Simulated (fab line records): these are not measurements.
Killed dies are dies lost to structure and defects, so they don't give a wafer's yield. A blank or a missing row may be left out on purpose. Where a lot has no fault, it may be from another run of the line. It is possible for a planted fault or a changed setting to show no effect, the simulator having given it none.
One fault through the eyes of 2 desks + flow gf180mcu + each desk has only its own numbers; what lay behind them comes last

== AT THE TOOL OWNER'S DESK: implanter-04 ==
The tool's own readings at GF_LVPWELL_IMPLANT_09: means of the sampled wafers that have a number, for each lot that ran on this tool. Any lot whose mean is over 4 standard deviations away from the usual mean is out of limits and marked OUT; that distance is given in the brackets.
Columns: A = beam energy keV at GF_LVPWELL_IMPLANT_09, usual 60.001; B = end station pressure torr at GF_LVPWELL_IMPLANT_09, usual 5.06e-06 Torr; C = faraday current uA at GF_LVPWELL_IMPLANT_09, usual 28.2
| lot  | first seen here | A                        | B        | C    |
|------|-----------------|--------------------------|----------|------|
| L787 | day 3 20:19     | 59.974                   | 4.87e-06 | 29.0 |
| L789 | day 4 08:40     | 60.005                   | 4.95e-06 | 28.2 |
| L792 | day 5 01:28     | 55.030 (-99 or more) OUT | 5.09e-06 | 28.3 |
| L794 | day 5 15:05     | 55.046 (-99 or more) OUT | 5.00e-06 | 28.4 |
| L795 | day 5 17:34     | 55.028 (-99 or more) OUT | 4.98e-06 | 28.2 |
| L805 | day 8 02:01     | 59.976                   | 5.18e-06 | 28.2 |
This desk finds L792, L794, L795 out of limits, L792 being first, at day 5 01:28 (beam energy keV at GF_LVPWELL_IMPLANT_09). Within limits: L787, L789, L805.

== METROLOGY DESK ==
What the gauges read for every lot (on any tool): the sampled wafers with a number, averaged. Any lot whose mean is over 4 standard deviations away from the usual mean is out of limits and marked OUT; that distance is given in the brackets.
Columns: A = NWELL_TW at GF_NWELL_TW_MEAS_11, usual 1584; B = LVPWELL_OVL at GF_LVPWELL_OVL_MEAS_07, usual 0.4 nm
| lot  | first seen here | A    | B    |
|------|-----------------|------|------|
| L787 | day 3 06:59     | 1576 | -2.9 |
| L789 | day 3 19:01     | 1571 | 2.0  |
| L792 | day 4 11:12     | 1607 | 0.7  |
| L794 | day 5 01:11     | 1574 | 0.2  |
| L795 | day 5 02:52     | 1573 | -1.3 |
| L805 | day 7 10:05     | 1568 | 1.5  |
| L808 | day 8 01:50     | 1582 | 1.6  |
Result from this desk: across the 7 lots, nothing is out of limits.

== TAKEN TOGETHER ==
On L792, L794, L795, at day 5 01:28, an alarm was possible from the tool owner's desk.
From the metrology desk's view, nothing was out of limits.
The metrology desk has L792, L794, L795 on record, within its limits.
The lots listed all ran GF_LVPWELL_IMPLANT_09 on implanter-04.

== WHAT THE SIMULATOR HAD INSERTED ==
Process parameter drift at GF_LVPWELL_IMPLANT_09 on implanter-04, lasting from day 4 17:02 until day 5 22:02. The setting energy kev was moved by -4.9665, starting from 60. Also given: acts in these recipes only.
Shown lots that were struck: L792, L794, L795.
Each desk's first reading out of limits, in hours after the fault started: the tool owner's desk, 8.
